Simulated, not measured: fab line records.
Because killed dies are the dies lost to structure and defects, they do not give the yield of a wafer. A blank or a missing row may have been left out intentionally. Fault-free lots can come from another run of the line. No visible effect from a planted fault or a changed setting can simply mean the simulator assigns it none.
What tool caused it? :: flow gf180mcu :: 12 lots with 36 wafers sampled at 5 steps, on a route of 602 steps

## WHAT THE GAUGES READ, wafer by wafer
GF_PSD_TW_MEAS_11. Usual: PSD_TW gives 3132 (standard deviation 35).
lot: L204
measured: day 14 16:22
on: film-metro-03
PSD_TW: 3196 3199 3195
flag: 

lot: L205
measured: day 14 21:29
on: film-metro-04
PSD_TW: 3091 3100 3093
flag: 

lot: L207
measured: day 15 19:26
on: film-metro-03
PSD_TW: 3164 3147 3173
flag: 

lot: L209
measured: day 16 03:59
on: film-metro-03
PSD_TW: 3178 3165 3179
flag: 

lot: L211
measured: day 17 01:29
on: film-metro-03
PSD_TW: 3194 3195 3179
flag: 

lot: L212
measured: day 17 09:11
on: film-metro-04
PSD_TW: 3100 3077 3082
flag: 

lot: L217
measured: day 19 07:47
on: film-metro-04
PSD_TW: 3106 3112 3098
flag: 

lot: L219
measured: day 19 21:32
on: film-metro-04
PSD_TW: 3099 3087 3099
flag: 

lot: L223
measured: day 21 05:51
on: film-metro-01
PSD_TW: 3126 3135 3151
flag: 

lot: L224
measured: day 21 12:44
on: film-metro-03
PSD_TW: 3136 3134 3141
flag: 

lot: L226
measured: day 22 03:59
on: film-metro-03
PSD_TW: 3141 3141 3125
flag: 

lot: L227
measured: day 22 06:35
on: film-metro-04
PSD_TW: 3101 3087 3090
flag: 

GF_PSD_RS_MEAS_14: measurement is done with a four-point probe. Usual: NSD_RS gives 46.16 ohm/sq (standard deviation 0.11).
lot: L204
measured: day 14 16:39
on: film-metro-03
NSD_RS (ohm/sq): 46.01 46.05 46.07
flag: 

lot: L205
measured: day 14 21:40
on: film-metro-04
NSD_RS (ohm/sq): 46.41 46.45 46.36
flag: 

lot: L207
measured: day 15 19:38
on: film-metro-03
NSD_RS (ohm/sq): 46.07 46.20 46.13
flag: 

lot: L209
measured: day 16 04:11
on: film-metro-04
NSD_RS (ohm/sq): 46.05 46.10 46.04
flag: 

lot: L211
measured: day 17 01:41
on: film-metro-01
NSD_RS (ohm/sq): 46.10 46.18 46.23
flag: 

lot: L212
measured: day 17 09:23
on: film-metro-01
NSD_RS (ohm/sq): 46.02 46.00 45.91
flag: 

lot: L217
measured: day 19 07:59
on: film-metro-01
NSD_RS (ohm/sq): 43.04 42.90 42.88
flag: OFF

lot: L219
measured: day 19 21:49
on: film-metro-03
NSD_RS (ohm/sq): 42.87 43.07 42.80
flag: OFF

lot: L223
measured: day 21 06:04
on: film-metro-04
NSD_RS (ohm/sq): 46.27 46.18 46.16
flag: 

lot: L224
measured: day 21 12:59
on: film-metro-01
NSD_RS (ohm/sq): 46.06 46.10 46.12
flag: 

lot: L226
measured: day 22 04:10
on: film-metro-03
NSD_RS (ohm/sq): 46.15 46.08 46.27
flag: 

lot: L227
measured: day 22 06:47
on: film-metro-03
NSD_RS (ohm/sq): 46.04 46.10 46.12
flag: 

GF_PSD_RS_MEAS_15: measurement is done with a four-point probe. Usual: PSD_RS gives 109.4 ohm/sq (standard deviation 0.35).
lot: L204
measured: day 14 16:46
on: film-metro-03
PSD_RS (ohm/sq): 108.8 108.7 108.8
flag: 

lot: L205
measured: day 14 21:47
on: film-metro-04
PSD_RS (ohm/sq): 110.4 110.3 109.9
flag: 

lot: L207
measured: day 15 19:45
on: film-metro-03
PSD_RS (ohm/sq): 108.9 109.0 108.9
flag: 

lot: L209
measured: day 16 04:19
on: film-metro-04
PSD_RS (ohm/sq): 109.4 109.0 109.1
flag: 

lot: L211
measured: day 17 01:48
on: film-metro-01
PSD_RS (ohm/sq): 109.5 109.4 109.4
flag: 

lot: L212
measured: day 17 09:31
on: film-metro-01
PSD_RS (ohm/sq): 108.9 109.1 108.7
flag: 

lot: L217
measured: day 19 08:07
on: film-metro-01
PSD_RS (ohm/sq): 100.8 100.9 100.9
flag: OFF

lot: L219
measured: day 19 21:56
on: film-metro-03
PSD_RS (ohm/sq): 100.8 101.1 100.9
flag: OFF

lot: L223
measured: day 21 06:11
on: film-metro-04
PSD_RS (ohm/sq): 109.8 109.7 109.9
flag: 

lot: L224
measured: day 21 13:07
on: film-metro-01
PSD_RS (ohm/sq): 109.4 109.3 109.2
flag: 

lot: L226
measured: day 22 04:17
on: film-metro-03
PSD_RS (ohm/sq): 109.4 109.2 109.4
flag: 

lot: L227
measured: day 22 06:55
on: film-metro-03
PSD_RS (ohm/sq): 108.8 109.0 108.9
flag: 

## TOOL THAT RAN EACH LOT (tool first, then ch and the chambers of the sampled wafers, then the start)
lot: L204
GF_HV_LDD_STRIP_22: plasma-asher-03 ch 0,1, day 11 04:26
GF_PSD_RTA_13: rtp-anneal-01 ch 0, day 14 16:29

lot: L205
GF_HV_LDD_STRIP_22: plasma-asher-01 ch 0,1, day 11 09:42
GF_PSD_RTA_13: rtp-anneal-02 ch 0, day 14 21:35

lot: L207
GF_HV_LDD_STRIP_22: plasma-asher-03 ch 0,1, day 12 04:09
GF_PSD_RTA_13: rtp-anneal-02 ch 0, day 15 19:33

lot: L209
GF_HV_LDD_STRIP_22: plasma-asher-01 ch 0,1, day 12 12:06
GF_PSD_RTA_13: rtp-anneal-01 ch 0, day 16 04:06

lot: L211
GF_HV_LDD_STRIP_22: plasma-asher-04 ch 0,1, day 13 07:21
GF_PSD_RTA_13: rtp-anneal-02 ch 0, day 17 01:35

lot: L212
GF_HV_LDD_STRIP_22: plasma-asher-03 ch 0,1, day 13 13:57
GF_PSD_RTA_13: rtp-anneal-01 ch 0, day 17 09:18

lot: L217
GF_HV_LDD_STRIP_22: plasma-asher-03 ch 0,1, day 15 06:27
GF_PSD_RTA_13: rtp-anneal-02 ch 0, day 19 07:54

lot: L219
GF_HV_LDD_STRIP_22: plasma-asher-03 ch 1, day 15 19:11
GF_PSD_RTA_13: rtp-anneal-02 ch 0, day 19 21:39

lot: L223
GF_HV_LDD_STRIP_22: plasma-asher-04 ch 0,1, day 16 22:43
GF_PSD_RTA_13: rtp-anneal-01 ch 0, day 21 05:58

lot: L224
GF_HV_LDD_STRIP_22: plasma-asher-03 ch 0,1, day 17 06:05
GF_PSD_RTA_13: rtp-anneal-01 ch 0, day 21 12:55

lot: L226
GF_HV_LDD_STRIP_22: plasma-asher-01 ch 0,1, day 17 22:30
GF_PSD_RTA_13: rtp-anneal-01 ch 0, day 22 04:05

lot: L227
GF_HV_LDD_STRIP_22: plasma-asher-01 ch 0,1, day 18 01:33
GF_PSD_RTA_13: rtp-anneal-01 ch 0, day 22 06:42
- GF_HV_LDD_STRIP_22: strips in O2/N2.
- GF_PSD_RTA_13: time 20 s.

## WHAT THE TOOLS THEMSELVES READ (means of the sampled wafers that have a number; where no wafer has one, the mark that the record gives instead)
GF_HV_LDD_STRIP_22. Usual: drypump-motor-current-A 5.7 A, standard deviation 0.4; heater-power-w 322 W, standard deviation 28; oes-product-au 0.716 a.u., standard deviation 0.0046; strip-time-to-endpoint-s 12.63 s, standard deviation 0.036.
lot: L204
tool: plasma-asher-03
drypump-motor-current-A (A): 5.9
heater-power-w (W): 345
oes-product-au (a.u.): 0.719
strip-time-to-endpoint-s (s): 12.59
flag: 

lot: L205
tool: plasma-asher-01
drypump-motor-current-A (A): 5.7
heater-power-w (W): 280
oes-product-au (a.u.): 0.717
strip-time-to-endpoint-s (s): 12.63
flag: 

lot: L207
tool: plasma-asher-03
drypump-motor-current-A (A): 5.5
heater-power-w (W): 338
oes-product-au (a.u.): 0.721
strip-time-to-endpoint-s (s): 12.67
flag: 

lot: L209
tool: plasma-asher-01
drypump-motor-current-A (A): 5.5
heater-power-w (W): 297
oes-product-au (a.u.): 0.719
strip-time-to-endpoint-s (s): 12.57
flag: 

lot: L211
tool: plasma-asher-04
drypump-motor-current-A (A): 5.8
heater-power-w (W): 332
oes-product-au (a.u.): 0.717
strip-time-to-endpoint-s (s): 12.67
flag: 

lot: L212
tool: plasma-asher-03
drypump-motor-current-A (A): 5.5
heater-power-w (W): 343
oes-product-au (a.u.): 0.717
strip-time-to-endpoint-s (s): 12.63
flag: 

lot: L217
tool: plasma-asher-03
drypump-motor-current-A (A): 5.9
heater-power-w (W): 341
oes-product-au (a.u.): 0.716
strip-time-to-endpoint-s (s): 12.68
flag: 

lot: L219
tool: plasma-asher-03
drypump-motor-current-A (A): 5.2
heater-power-w (W): 330
oes-product-au (a.u.): 0.718
strip-time-to-endpoint-s (s): 12.67
flag: 

lot: L223
tool: plasma-asher-04
drypump-motor-current-A (A): 5.8
heater-power-w (W): 334
oes-product-au (a.u.): 0.715
strip-time-to-endpoint-s (s): 12.65
flag: 

lot: L224
tool: plasma-asher-03
drypump-motor-current-A (A): 5.9
heater-power-w (W): 344
oes-product-au (a.u.): 0.715
strip-time-to-endpoint-s (s): 12.60
flag: 

lot: L226
tool: plasma-asher-01
drypump-motor-current-A (A): 5.5
heater-power-w (W): 294
oes-product-au (a.u.): 0.715
strip-time-to-endpoint-s (s): 12.63
flag: 

lot: L227
tool: plasma-asher-01
drypump-motor-current-A (A): 5.5
heater-power-w (W): 299
oes-product-au (a.u.): 0.711
strip-time-to-endpoint-s (s): 12.64
flag: 

GF_PSD_RTA_13. Usual: lamp-power-pct 33.2 %, standard deviation 1.8; wafer_temp_C_max 1028.5, standard deviation 0.86.
lot: L204
tool: rtp-anneal-01
lamp-power-pct (%): 31.7
wafer_temp_C_max: 1029.3
flag: 

lot: L205
tool: rtp-anneal-02
lamp-power-pct (%): 35.3
wafer_temp_C_max: 1027.9
flag: 

lot: L207
tool: rtp-anneal-02
lamp-power-pct (%): 35.3
wafer_temp_C_max: 1027.5
flag: 

lot: L209
tool: rtp-anneal-01
lamp-power-pct (%): 31.8
wafer_temp_C_max: 1028.6
flag: 

lot: L211
tool: rtp-anneal-02
lamp-power-pct (%): 35.3
wafer_temp_C_max: 1028.8
flag: 

lot: L212
tool: rtp-anneal-01
lamp-power-pct (%): 31.7
wafer_temp_C_max: 1027.8
flag: 

lot: L217
tool: rtp-anneal-02
lamp-power-pct (%): 37.3
wafer_temp_C_max: 1027.3
flag: 

lot: L219
tool: rtp-anneal-02
lamp-power-pct (%): 37.3
wafer_temp_C_max: 1028.4
flag: 

lot: L223
tool: rtp-anneal-01
lamp-power-pct (%): 31.8
wafer_temp_C_max: 1028.3
flag: 

lot: L224
tool: rtp-anneal-01
lamp-power-pct (%): 31.8
wafer_temp_C_max: 1028.1
flag: 

lot: L226
tool: rtp-anneal-01
lamp-power-pct (%): 31.7
wafer_temp_C_max: 1029.2
flag: 

lot: L227
tool: rtp-anneal-01
lamp-power-pct (%): 31.8
wafer_temp_C_max: 1028.6
flag: 

## THE ANSWER, worked out from the rows above alone
Rule: a lot counts as off when the mean over its wafers that have a number is more than 3 standard deviations away from the usual mean. A lot without any number at a reading at which 4 lots or more have one is off too. Where the step has rows for the other lots, those lots are counted as sound. First the gauges in route order, then the tools' own readings, where a lot's mean is used as printed above. The first step at which some lot is off is used, and at that step the reading that is off furthest; a lot without a number counts as furthest.
Off: L217, L219, at GF_PSD_RS_MEAS_14 (NSD_RS).
A tool fits if, at a process step before that reading, it ran every lot that is off, and no sound lot after the first of them. Those tools and the gauges at GF_PSD_RS_MEAS_14 are tried in the same way. One fits: GF_PSD_RTA_13 on rtp-anneal-02. A fault onset in the window from L211 (day 17 01:35, its last sound lot) to L217 (day 19 07:54, its first lot off) fits.

## WHAT THE SIMULATOR HAD PUT IN
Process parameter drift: rtp-anneal-02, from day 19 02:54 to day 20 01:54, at GF_PSD_RTA_13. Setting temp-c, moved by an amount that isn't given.
Shown lots that were struck: L217, L219. The rule above reached the same finding.
